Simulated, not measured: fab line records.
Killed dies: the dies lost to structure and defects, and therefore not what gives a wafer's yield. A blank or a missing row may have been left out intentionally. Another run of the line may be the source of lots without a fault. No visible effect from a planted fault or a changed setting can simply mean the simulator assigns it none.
What tool caused it? ; flow sky130 ; 24 lots with 72 wafers sampled at 4 steps, on a route of 708 steps

== WHAT EACH GAUGE READ, for each wafer ==
SKY_METAL2_RS_MEAS_05: measures by four-point-probe.
lot;measured;on;METAL2_ALCU_RS (ohm/sq)
L074;day 33 22:20;film metro-04;0.1266 0.1263 0.1252
L075;day 34 02:51;film metro-04;0.1274 0.1281 0.1279
L076;day 34 11:16;film metro-03;0.1266 0.1261 0.1267
L077;day 34 19:15;film metro-04;0.1264 0.1248 0.1262
L078;day 35 05:37;film metro-03;0.1284 0.1298 0.1299
L079;day 35 16:30;film metro-04;0.1266 0.1273 0.1272
L080;day 35 17:25;film metro-03;0.1291 0.1280 0.1264
L081;day 36 07:32;film metro-04;0.1257 0.1274 0.1273
L082;day 36 21:28;film metro-02;0.1262 0.1265 0.1271
L083;day 37 01:31;film metro-02;0.1251 0.1253 0.1254
L084;day 37 09:14;film metro-04;0.1273 0.1257 0.1276
L085;day 37 12:15;film metro-04;0.1283 0.1278 0.1292
L086;day 37 23:45;film metro-03;0.1269 0.1270 0.1274
L087;day 38 07:54;film metro-04;0.1275 0.1258 0.1263
L088;day 38 09:25;film metro-04;0.1297 0.1308 0.1296
L089;day 38 22:56;film metro-03;0.1286 0.1271 0.1280
L090;day 39 03:39;film metro-04;0.1291 0.1275 0.1290
L091;day 39 11:19;film metro-03;0.1278 0.1272 0.1280
L092;day 39 13:06;film metro-04;0.1258 0.1277 0.1263
L094;day 40 08:32;film metro-03;0.1285 0.1294 0.1281
L093;day 40 11:35;film metro-02;0.1282 0.1282 0.1275
L095;day 40 12:16;film metro-04;0.1265 0.1260 0.1262
L096;day 40 17:53;film metro-03;0.1257 0.1248 0.1248
L097;day 40 23:05;film metro-03;0.1249 0.1242 0.1249

SKY_CAPM_THK_MEAS_04: measures by xrf.
lot;measured;on;CAPM_TIN_THK (nm)
L074;day 36 07:02;film metro-01;201.0 202.8 199.5
L075;day 36 11:31;film metro-02;200.5 197.9 201.3
L076;day 36 20:35;film metro-02;198.8 201.0 202.5
L077;day 37 02:58;film metro-01;199.6 201.7 200.0
L078;day 37 12:55;film metro-04;194.5 198.0 195.3
L079;day 37 23:49;film metro-04;197.6 196.6 196.9
L080;day 38 01:58;film metro-04;197.1 196.9 198.4
L081;day 38 14:38;film metro-01;204.2 204.7 203.1
L082;day 39 05:08;film metro-02;200.0 199.5 199.6
L083;day 39 08:25;film metro-01;197.6 200.4 199.0
L084;day 39 15:34;film metro-04;197.5 197.5 196.7
L085;day 39 18:19;film metro-01;203.2 204.9 205.2
L086;day 40 05:36;film metro-01;200.1 203.6 198.2
L087;day 40 12:16;film metro-01;203.0 204.3 205.1
L088;day 40 16:39;film metro-04;197.6 199.1 196.3
L089;day 41 03:08;film metro-04;199.3 200.4 199.1
L090;day 41 07:38;film metro-04;200.4 202.1 201.7
L091;day 41 15:07;film metro-04;199.0 200.3 200.5
L092;day 41 18:13;film metro-01;202.8 199.0 201.4
L094;day 42 11:54;film metro-01;199.6 202.3 202.7
L093;day 42 14:05;film metro-01;202.8 201.7 201.5
L095;day 42 15:22;film metro-04;198.3 200.0 198.5
L096;day 42 20:54;film metro-01;203.6 204.7 201.5
L097;day 43 02:22;film metro-04;199.4 199.5 197.3

SKY_CAPM_OVL_MEAS_12.
lot;measured;on;CAPM_OVL (nm)
L074;day 37 08:26;overlay-01;2.0 1.1 -0.3
L075;day 37 12:44;overlay-02;2.1 1.4 1.5
L076;day 37 22:26;overlay-02;1.8 1.5 -0.2
L077;day 38 04:24;overlay-02;-2.4 -1.8 -1.0
L078;day 38 13:36;overlay-02;-0.2 1.5 -1.6
L079;day 39 01:06;overlay-01;-1.7 -1.9 -2.0
L080;day 39 03:09;overlay-01;-1.6 -2.3 0.1
L081;day 39 15:17;overlay-02;0.4 -1.4 0.0
L082;day 40 05:27;overlay-02;-1.6 -2.3 -0.7
L083;day 40 08:36;overlay-01;0.2 -2.3 -2.6
L084;day 40 14:57;overlay-02;-1.0 0.1 -1.3
L085;day 40 17:38;overlay-01;-0.3 -1.4 -0.4
L086;day 41 04:47;overlay-01;-0.1 -0.6 -2.6
L087;day 41 12:06;overlay-01;0.6 -1.0 0.0
L088;day 41 15:59;overlay-01;-0.8 1.0 -0.4
L089;day 42 02:49;overlay-01;-1.7 -0.6 -1.5
L090;day 42 06:02;overlay-01;-1.0 0.4 -0.7
L091;day 42 14:14;overlay-02;-1.2 -0.8 0.3
L092;day 42 17:20;overlay-02;0.5 1.3 -0.1
L094;day 43 10:48;overlay-02;0.1 -1.0 -0.7
L093;day 43 12:47;overlay-01;-0.8 -1.4 -1.6
L095;day 43 13:57;overlay-02;-1.6 -1.9 -1.2
L096;day 43 19:16;overlay-01;1.1 -1.6 -1.0
L097;day 44 00:36;overlay-01;-2.7 -1.3 -2.1

== TOOL THAT RAN EACH LOT (tool first, then ch and the chambers of the sampled wafers, then the start) ==
lot;SKY_METAL3_SPUTTER_02
L074;pvd sputter-02, day 36 06:37
L075;pvd sputter-04, day 36 11:06
L076;pvd sputter-04, day 36 20:07
L077;pvd sputter-01, day 37 02:32
L078;pvd sputter-01, day 37 12:28
L079;pvd sputter-01, day 37 23:23
L080;pvd sputter-01, day 38 01:32
L081;pvd sputter-02, day 38 14:13
L082;pvd sputter-04, day 39 04:43
L083;pvd sputter-01, day 39 07:59
L084;pvd sputter-01, day 39 15:09
L085;pvd sputter-01, day 39 17:54
L086;pvd sputter-01, day 40 05:11
L087;pvd sputter-04, day 40 11:50
L088;pvd sputter-04, day 40 16:14
L089;pvd sputter-02, day 41 02:43
L090;pvd sputter-04, day 41 07:11
L091;pvd sputter-04, day 41 14:41
L092;pvd sputter-04, day 41 17:48
L094;pvd sputter-04, day 42 11:28
L093;pvd sputter-04, day 42 13:39
L095;pvd sputter-01, day 42 14:56
L096;pvd sputter-04, day 42 20:27
L097;pvd sputter-01, day 43 01:55
- SKY_METAL3_SPUTTER_02: material AlCu, target thk 735 nm, time 39.1 s.

== WHAT THE TOOLS THEMSELVES READ (means of the sampled wafers that have a number; where no wafer has one, the mark that the record gives instead) ==
SKY_METAL3_SPUTTER_02.
lot;tool;throttle valve pct (%)
L074;pvd sputter-02;29.5
L075;pvd sputter-04;30.0
L076;pvd sputter-04;29.1
L077;pvd sputter-01;30.3
L078;pvd sputter-01;30.4
L079;pvd sputter-01;30.4
L080;pvd sputter-01;30.2
L081;pvd sputter-02;30.6
L082;pvd sputter-04;29.9
L083;pvd sputter-01;30.0
L084;pvd sputter-01;30.3
L085;pvd sputter-01;30.4
L086;pvd sputter-01;30.3
L087;pvd sputter-04;29.1
L088;pvd sputter-04;30.1
L089;pvd sputter-02;30.0
L090;pvd sputter-04;30.6
L091;pvd sputter-04;30.2
L092;pvd sputter-04;30.3
L094;pvd sputter-04;30.6
L093;pvd sputter-04;30.6
L095;pvd sputter-01;29.9
L096;pvd sputter-04;29.9
L097;pvd sputter-01;30.0

== THE ANSWER, worked out from the rows above alone ==
Rule: usual is defined by the lots themselves. Put in order of their means at a reading, lots are off if they are a third of the lots or fewer, leave a main group of 4 or more, and stand apart from it by a gap of 3 or more times the standard deviation of the main group's means; of several such gaps the widest counts. If all means in a main group match to the digits the tables above print for the reading, that group is not used. A lot without any number at a reading at which 4 lots or more have one is off too. Where the step has rows for the other lots, those lots are counted as sound. First the gauges in route order, then the tools' own readings, where a lot's mean is used as printed above. The first step at which some lot is off is used, and at that step the reading that is off furthest; a lot without a number counts as furthest.
Across all readings shown, no lot is off: no conclusion can be drawn from this.

== WHAT THE SIMULATOR HAD INSERTED ==
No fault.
